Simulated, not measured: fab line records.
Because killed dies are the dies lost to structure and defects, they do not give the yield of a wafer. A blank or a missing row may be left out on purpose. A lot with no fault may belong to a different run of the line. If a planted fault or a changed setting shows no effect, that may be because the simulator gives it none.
Matching of chambers    flow sky130    SKY_VIA1_ETCH_15 on rieDiel-01: 4 sister chambers
The step etches SiO2 in C4F8/O2/Ar, stops on TiN, target depth 351 nm, time 54 s. 8 wafers are shown with their chamber, then 8 later ones without.

== WAFERS WITH THEIR CHAMBER ==
wafer   chamber  chamberPressureMTorr (mTorr)  oesProductAu (a.u.)
L843.6  1        39.98                         0.991
L846.5  1        39.93                         0.981
L848.4  2        39.95                         0.982
L848.6  3        39.97                         0.983
L849.1  2        39.97                         0.979
L849.2  3        40.01                         0.984
L849.5  0        40.02                         0.988
L851.1  0        40.05                         0.966

== WAFERS WITH NO CHAMBER GIVEN ==
wafer   chamberPressureMTorr (mTorr)  oesProductAu (a.u.)
L851.2  40.04                         0.980
L851.6  39.97                         0.982
L863.3  39.98                         0.984
L863.4  40.03                         0.986
L863.5  40.03                         0.980
L865.2  39.98                         0.979
L865.5  39.99                         0.988
L865.6  40.03                         0.984

== CHAMBER TAKEN BY EACH ==
wafer   from the rows above                in truth
L851.2  can't be placed: 0 or 3            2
L851.6  can't be placed: 2 or 1 or 3       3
L863.3  can't be placed: 3 or 2 or 1 or 0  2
L863.4  can't be placed: 0 or 3 or 2 or 1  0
L863.5  can't be placed: 0 or 3            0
L865.2  can't be placed: 3 or 2 or 1 or 0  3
L865.5  can't be placed: 3 or 1 or 2 or 0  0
L865.6  can't be placed: 0 or 3 or 2       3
0 of 8 placed correctly. Cannot be placed on the basis of these rows: 8; the candidates contain the true chamber in 7. 0 placed wrongly.
How it was worked out, from the rows above alone: a wafer's distance from a chamber is the root of the sum, over the readings, of the square of ((its reading less the chamber's mean) divided by the reading's scatter). The wafer belongs to the nearest chamber; if the next one is less than 2 further off, it can't be placed. A chamber's mean is the mean of its shown wafers. The scatter: the root of (the sum of the squares of (reading less its chamber's mean) over the shown wafers, divided by (wafers less chambers)).
